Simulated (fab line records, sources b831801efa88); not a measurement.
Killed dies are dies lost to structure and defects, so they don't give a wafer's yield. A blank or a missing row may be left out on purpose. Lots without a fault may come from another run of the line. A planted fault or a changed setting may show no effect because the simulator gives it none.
Chamber matching | flow sfq_line | SFQ_TRILAYER_I3_CMP_CMP_082 on cmp-01: 4 sister chambers
The step polishes SiO2. 18 wafers are shown with their chamber, then 9 later ones without.

WAFERS WITH THEIR CHAMBER
wafer  | chamber | motor_current_A (A) | time_to_endpoint_s (s) | slurry_flow_ml_min
L492.3 | 0       | 11.4                | 208                    | 150.4
L492.4 | 1       | 11.0                | 211                    | 150.3
L492.5 | 1       | 11.2                | 220                    | 150.0
L493.3 | 0       | 11.5                | 209                    | 149.8
L493.4 | 3       | 10.8                | 217                    | 150.6
L493.5 | 2       | 9.6                 | 217                    | 149.7
L494.1 | 2       | 9.7                 | 204                    | 149.1
L494.6 | 3       | 11.2                | 208                    | 150.5
L496.6 | 2       | 10.2                | 213                    | 150.1
L504.1 | 3       | 11.1                | 207                    | 148.9
L504.3 | 0       | 11.5                | 215                    | 150.3
L504.4 | 2       | 9.8                 | 215                    | 150.4
L505.1 | 0       | 11.9                | 215                    | 149.9
L505.2 | 3       | 10.8                | 219                    | 150.4
L505.6 | 0       | 11.8                | 215                    | 149.8
L506.4 | 3       | 11.3                | 214                    | 150.1
L506.3 | 1       | 11.8                | 217                    | 150.2
L506.6 | 2       | 9.9                 | 216                    | 150.1

SIGNATURES (means of the wafers above)
reading            | chamber 0 | chamber 1 | chamber 2 | chamber 3 | scatter within a chamber
motor_current_A    | 11.620    | 11.333    | 9.840     | 11.040    | 0.262
time_to_endpoint_s | 212.40    | 216.00    | 213.00    | 213.00    | 4.76
slurry_flow_ml_min | 150.040   | 150.167   | 149.880   | 150.100   | 0.487
Rule: a wafer's distance from a chamber is the root of the sum, over the readings, of the square of ((its reading less the chamber's mean) divided by the reading's scatter). The wafer belongs to the nearest chamber; if the next one is less than 2 further off, it can't be placed. The scatter: the root of (the sum of the squares of (reading less its chamber's mean) over the shown wafers, divided by (wafers less chambers)).

WAFERS WITHOUT THEIR CHAMBER
wafer  | motor_current_A (A) | time_to_endpoint_s (s) | slurry_flow_ml_min
L508.1 | 9.7                 | 205                    | 149.6
L508.5 | 9.1                 | 224                    | 149.8
L508.6 | 11.1                | 221                    | 150.9
L511.2 | 9.5                 | 211                    | 149.8
L511.4 | 11.3                | 225                    | 150.2
L511.5 | 11.4                | 217                    | 150.1
L514.2 | 9.4                 | 217                    | 149.6
L514.4 | 11.3                | 226                    | 149.4
L514.5 | 11.3                | 218                    | 151.0

WHICH CHAMBER EACH WENT THROUGH
wafer  | from the rows above          | in truth
L508.1 | 2                            | 2
L508.5 | 2                            | 2
L508.6 | can't be placed: 1 or 3 or 0 | 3
L511.2 | 2                            | 2
L511.4 | can't be placed: 1 or 3 or 0 | 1
L511.5 | can't be placed: 1 or 0 or 3 | 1
L514.2 | 2                            | 2
L514.4 | can't be placed: 1 or 3 or 0 | 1
L514.5 | can't be placed: 1 or 3 or 0 | 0
Placed correctly: 4 of 9. Can't be placed from these rows: 5 (the true chamber is among the candidates in 5). Placed wrongly: 0.
